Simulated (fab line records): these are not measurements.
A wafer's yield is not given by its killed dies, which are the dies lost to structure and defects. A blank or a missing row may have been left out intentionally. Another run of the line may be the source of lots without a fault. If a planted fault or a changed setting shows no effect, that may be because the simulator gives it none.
Comparing a struck lot with a sound one + flow sky130 + 16 steps out of a route of 708
Sound: wafers L245.1, L245.5, L245.6. Wafers L234.1, L234.6 were the ones struck. At the end, the cause is stated.
For every step that has rows: the tool of each side, followed by ch and its chambers, followed by its first start. Under that, the readings that differ: sound wafers + struck wafers + difference of the means + sigmas: that difference in standard deviations of wafers without a fault.
alike: readings whose means differ by less than 2 such deviations, and words and numbers that are the same on both sides. not compared: withheld readings, readings that some wafer has no value for, bounds like >300 that may hide the same value, and numbers for which the record gives no deviation and whose values overlap.
A row with sigmas, a row that says differs or no value, or rows on one side alone: a step with any of these is where the two part. When numbers do not overlap yet have no deviation, they are printed without sigmas and do not part them. A reading missing from all wafers of one side parts the sides only when that side holds two or more wafers.

SKY_CAP2M_THK_MEAS_01:
  sound on filmMetro-04 at day 45 23:25; struck on filmMetro-03 at day 43 01:22
  alike: CAP2M_CVD_00_THK
SKY_CAP2M_SPUTTER_02: material TiN, target thk 200 nm, time 166.7 s.
  sound on pvdSputter-01 at day 45 23:28; struck on pvdSputter-03 at day 43 01:25
  alike: throttleValvePct
SKY_CAP2M_RS_MEAS_03: a four-point-probe measurement.
  sound on filmMetro-03 at day 45 23:35; struck on filmMetro-01 at day 43 01:32
  alike: CAP2M_TIN_RS
SKY_CAP2M_THK_MEAS_04: measures by xrf.
  sound on filmMetro-03 at day 45 23:42; struck on filmMetro-01 at day 43 01:39
  alike: CAP2M_TIN_THK
then, 7 steps without rows for these wafers: SKY_CAP2M_DEHYDRATE_05 (time 60 s); SKY_CAP2M_HMDS_06 (prime time 60 s); SKY_CAP2M_COAT_07 (resist thk 1140 nm); SKY_CAP2M_SOFTBAKE_08 (time 60 s); SKY_CAP2M_EXPOSE_09 (exposes mask CAP2M, target cd 1000 nm); SKY_CAP2M_PEB_10; SKY_CAP2M_DEVELOP_11 (develop time 60 s).
SKY_CAP2M_OVL_MEAS_12:
  sound on overlay-02 at day 46 19:55; struck on overlay-01 at day 44 00:40
  alike: CAP2M_OVL
SKY_CAP2M_METAL_ETCH_13: etches TiN in Cl2/BCl3, stops on SiO2, target depth 220 nm, time 62.9 s.
  sound on rieMetal-03 ch 0,1, day 46 19:57; struck on rieMetal-01 ch 0,1, day 44 00:42
| reading                                   | sound                | struck        | difference                    | sigmas |
|-------------------------------------------|----------------------|---------------|-------------------------------|--------|
| biasW (W)                                 | 48.67 48.47 48.48    | - -           | no value on the struck wafers |        |
| oesProductAu (a.u.)                       | 0.965 0.949 0.944    | 0.987 1.016   | +0.049                        | +7     |
| runLengthS (s)                            | 91.1 91.2 91.1       | 75.0 75.4     | -15.9                         | -48    |
| throttleValvePct (%)                      | 21.889 21.906 21.898 | 21.868 21.872 | -0.028                        | -3     |
| model.NOVOLAK_of_CAP2M_COAT_07.thkNm (nm) | 987.5 988.8 986.8    | 1036 1034     | +47                           |        |
| model.CAP2M.featureDepthNm (nm)           | 204.7 202.4 203.3    | 163.1 166.5   | -38.7                         |        |
| model.etch.depthNm (nm)                   | 204.7 202.4 203.3    | 163.1 166.5   | -38.7                         |        |
  alike: drypumpMotorCurrentA
  not compared: rfHoursCounterH
SKY_CAP2M_STRIP_14: strips in O2/N2.
  sound on plasmaAsher-01 ch 0,1, day 46 20:02; struck on plasmaAsher-03 ch 0, day 44 00:47
| reading                  | sound             | struck      | difference | sigmas |
|--------------------------|-------------------|-------------|------------|--------|
| stripTimeToEndpointS (s) | 12.59 12.62 12.58 | 13.09 13.06 | +0.48      | +15    |
  alike: drypumpMotorCurrentA, oesProductAu
  not compared: rfHoursCounterH
then, 1 step without rows for these wafers: SKY_CAP2M_STRIP_15 (strips in post etch residue remover, time 1200 s).
-- the record jumps here: 5 days lie between the struck wafers' starts before and after (it left off in module CAP2M and takes up again in module PAD_OPEN, whose first step shown is number 708 of the route) --
SKY_PAD_OPEN_PROBE_99:
  only the struck wafers here have rows in the record (prober-01, day 48 15:58); the sound ones have none

WHERE THEY PART
First at SKY_CAP2M_METAL_ETCH_13; last, within this record, at SKY_PAD_OPEN_PROBE_99.

WHY: what had been put in by the simulator
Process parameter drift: rieMetal-01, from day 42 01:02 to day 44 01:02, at SKY_CAP2M_METAL_ETCH_13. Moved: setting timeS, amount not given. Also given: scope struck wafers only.
